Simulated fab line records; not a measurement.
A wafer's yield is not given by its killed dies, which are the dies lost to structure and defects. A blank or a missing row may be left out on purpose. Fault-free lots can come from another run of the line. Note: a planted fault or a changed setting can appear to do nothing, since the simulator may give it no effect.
A single fault, viewed from 2 desks    flow sky130    numbers are kept per desk, each desk with only its own; the story behind them comes last

## AT THE TOOL OWNER'S DESK: rie_metal-03
The tool's own readings at SKY_LOCAL_INTERCONNECT_METAL_ETCH_14 (etches TiN in Cl2/BCl3, stops on PSG, target depth 110 nm, time 31.4 s): means of the sampled wafers that have a number, for each lot that ran on this tool. Any lot whose mean is over 4 standard deviations away from the usual mean is out of limits and marked OUT; that distance is given in the brackets.
Columns: A = bcl3_flow_sccm at SKY_LOCAL_INTERCONNECT_METAL_ETCH_14, usual 30.00 sccm; B = drypump_motor_current_A at SKY_LOCAL_INTERCONNECT_METAL_ETCH_14, usual 5.4 A; C = oes_product_au at SKY_LOCAL_INTERCONNECT_METAL_ETCH_14, usual 0.941 a.u.; D = rf_fwd_power_W at SKY_LOCAL_INTERCONNECT_METAL_ETCH_14, usual 890 W; E = throttle_valve_pct at SKY_LOCAL_INTERCONNECT_METAL_ETCH_14, usual 21.902 %
lot   first seen here  A      B    C                 D              E
L688  day 30 11:08     29.99  5.4  0.938             893            21.900
L693  day 32 11:44     29.92  5.7  0.942             892            21.897
L698  day 34 00:08     29.88  5.7  0.943             888            21.906
L699  day 34 09:49     30.01  5.5  0.936             890            21.908
L700  day 34 17:26     30.08  5.7  0.934             890            21.906
L701  day 34 22:13     29.97  5.4  0.947             889            21.894
L702  day 35 06:17     29.97  5.7  0.942             892            21.895
L703  day 35 18:44     30.00  5.4  0.949             889            21.900
L710  day 37 06:49     30.07  5.4  0.917             799 (-27) OUT  21.915
L711  day 37 16:32     29.93  5.2  0.906 (-4.1) OUT  752 (-41) OUT  21.925
This desk's finding: out of limits on L710, L711; first on L710, day 37 06:49 (rf_fwd_power_W at SKY_LOCAL_INTERCONNECT_METAL_ETCH_14). Within limits: L688, L693, L698, L699, L700, L701, L702, L703.

## METROLOGY DESK
Lot by lot, what the gauges showed, no matter which tool ran the lot: averages of those sampled wafers that carry a number. Any lot whose mean is over 4 standard deviations away from the usual mean is out of limits and marked OUT; that distance is given in the brackets.
Columns: A = LOCAL_INTERCONNECT_TIN_RS at SKY_LOCAL_INTERCONNECT_RS_MEAS_01, usual 14.13 ohm/sq; B = cd_nm at SKY_LOCAL_INTERCONNECT_CD_MEAS_11, usual 169.8 nm; C = CONTACT_CVD_00_THK at SKY_CONTACT_THK_MEAS_01, usual 75.0 nm
lot   first seen here  A      B      C
L688  day 29 06:24     14.24  169.2  75.7
L692  day 30 22:15     14.15  170.4  74.2
L693  day 31 08:55     14.13  172.6  74.9
L694  day 31 11:39     14.20  168.6  75.0
L698  day 32 21:42     14.04  169.0  76.0
L699  day 33 07:09     14.21  169.4  74.7
L700  day 33 15:07     14.37  169.3  74.8
L701  day 33 19:38     13.99  169.2  76.1
L702  day 34 03:37     14.10  171.7  73.1
L703  day 34 15:53     14.03  173.3  75.0
L710  day 36 05:20     13.98  169.4  75.5
L711  day 36 14:20     13.93  168.2  -
Result from this desk: across the 12 lots, nothing is out of limits.

## BROUGHT TOGETHER
The tool owner's desk could have raised an alarm at day 37 06:49, on L710, L711.
Metrology desk: nothing out of limits seen.
The metrology desk has L710, L711 on record, within its limits.
Every lot named ran SKY_LOCAL_INTERCONNECT_METAL_ETCH_14 on rie_metal-03.

## WHAT THE SIMULATOR PUT IN
rie_metal-03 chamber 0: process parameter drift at SKY_LOCAL_INTERCONNECT_METAL_ETCH_14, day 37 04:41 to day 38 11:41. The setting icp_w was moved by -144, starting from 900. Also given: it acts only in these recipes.
Lots struck among those shown: L710, L711.
Hours from the fault's start to each desk's first reading out of limits: the tool owner's desk, 2.
